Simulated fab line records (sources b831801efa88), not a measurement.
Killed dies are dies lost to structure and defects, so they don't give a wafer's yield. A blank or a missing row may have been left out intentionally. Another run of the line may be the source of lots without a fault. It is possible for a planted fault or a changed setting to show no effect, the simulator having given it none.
A struck lot beside a sound one -- flow sky130 -- 15 out of 708 route steps
Sound: wafers L394.3, L394.4, L394.5. The struck wafers were L412.3, L412.4, L412.5. The cause comes at the end.
Per side, at each step with rows, come the tool, then ch with its chambers, and then its first start. Under that, the readings that differ: sound wafers -- struck wafers -- difference of the means -- sigmas: that difference in standard deviations of wafers without a fault.
alike: a reading whose means differ by less than 2 such deviations, as well as words and numbers matching on both sides. not compared: withheld readings; readings where some wafer has no value; bounds like >300 that might hide an equal value; numbers whose values overlap and for which the record gives no deviation.
Wherever a step has rows on one side only, a row that says differs or no value, or a row with sigmas, the two part there. Numbers that don't overlap but have no deviation are shown without sigmas and don't part them. Lack of a reading on every wafer of one side parts them only where that side has two or more wafers.

first, 1 step without rows for these wafers: SKY_VT_ADJUST_NCORE_IMPLANT_09.
SKY_VT_ADJUST_NCORE_STRIP_10: strips in O2/N2.
  sound on plasmaAsher-02 ch 0,1, day 8 18:22; struck on plasmaAsher-02 ch 0,1, day 13 17:28
reading,sound,struck,difference,sigmas
stripTimeToEndpointS (s),14.20 14.27 14.25,14.17 14.14 14.19,-0.07,-2
  alike: drypumpMotorCurrentA, n2FlowSccm, oesProductAu
  not compared: rfHoursCounterH
SKY_VT_ADJUST_NCORE_TW_MEAS_11:
  struck on filmMetro-01, day 13 17:33; sound on filmMetro-03, day 8 18:27
  alike: VT_ADJUST_NCORE_TW
then, 7 steps without rows for these wafers: SKY_VT_ADJUST_HVTR_DEHYDRATE_00 (time 60 s); SKY_VT_ADJUST_HVTR_HMDS_01 (prime time 60 s); SKY_VT_ADJUST_HVTR_COAT_02 (resist thk 1140 nm); SKY_VT_ADJUST_HVTR_SOFTBAKE_03 (time 60 s); SKY_VT_ADJUST_HVTR_EXPOSE_04 (exposes mask HVTRM, target cd 380 nm); SKY_VT_ADJUST_HVTR_PEB_05; SKY_VT_ADJUST_HVTR_DEVELOP_06 (develop time 60 s).
SKY_VT_ADJUST_HVTR_CD_MEAS_07 targets a cd of 380 nm.
  struck on cdSem-01, day 14 18:48; sound on cdSem-02, day 9 16:09
  alike: cdNm
SKY_VT_ADJUST_HVTR_OVL_MEAS_08:
  struck on overlay-01, day 14 18:54; sound on overlay-02, day 9 16:14
  alike: VT_ADJUST_HVTR_OVL
SKY_VT_ADJUST_HVTR_IMPLANT_09:
  struck on implanter-02, day 14 18:58; sound on implanter-03 ch 0, day 9 16:19
  no value came back on the struck wafers for beamEnergyKeV, beamOnS (s), endStationPressureTorr (Torr); on the sound wafers beamEnergyKeV reads 10.000 10.001 10.002
SKY_VT_ADJUST_HVTR_STRIP_10: strips in O2/N2.
  sound on plasmaAsher-01 ch 0,1, day 9 16:27; struck on plasmaAsher-01 ch 0,1, day 14 19:06
  alike: drypumpMotorCurrentA, n2FlowSccm, oesProductAu, stripTimeToEndpointS
  not compared: rfHoursCounterH
SKY_VT_ADJUST_HVTR_TW_MEAS_11:
  struck on filmMetro-01, day 14 19:11; sound on filmMetro-04, day 9 16:32
reading,sound,struck,difference,sigmas
VT_ADJUST_HVTR_TW,213.4 212.5 212.1,29.6 29.8 29.7,-183.0,-99 or more

WHERE THEY PART
Earliest at SKY_VT_ADJUST_NCORE_STRIP_10; latest, in this record, at SKY_VT_ADJUST_HVTR_TW_MEAS_11.

WHY: what had been put in by the simulator
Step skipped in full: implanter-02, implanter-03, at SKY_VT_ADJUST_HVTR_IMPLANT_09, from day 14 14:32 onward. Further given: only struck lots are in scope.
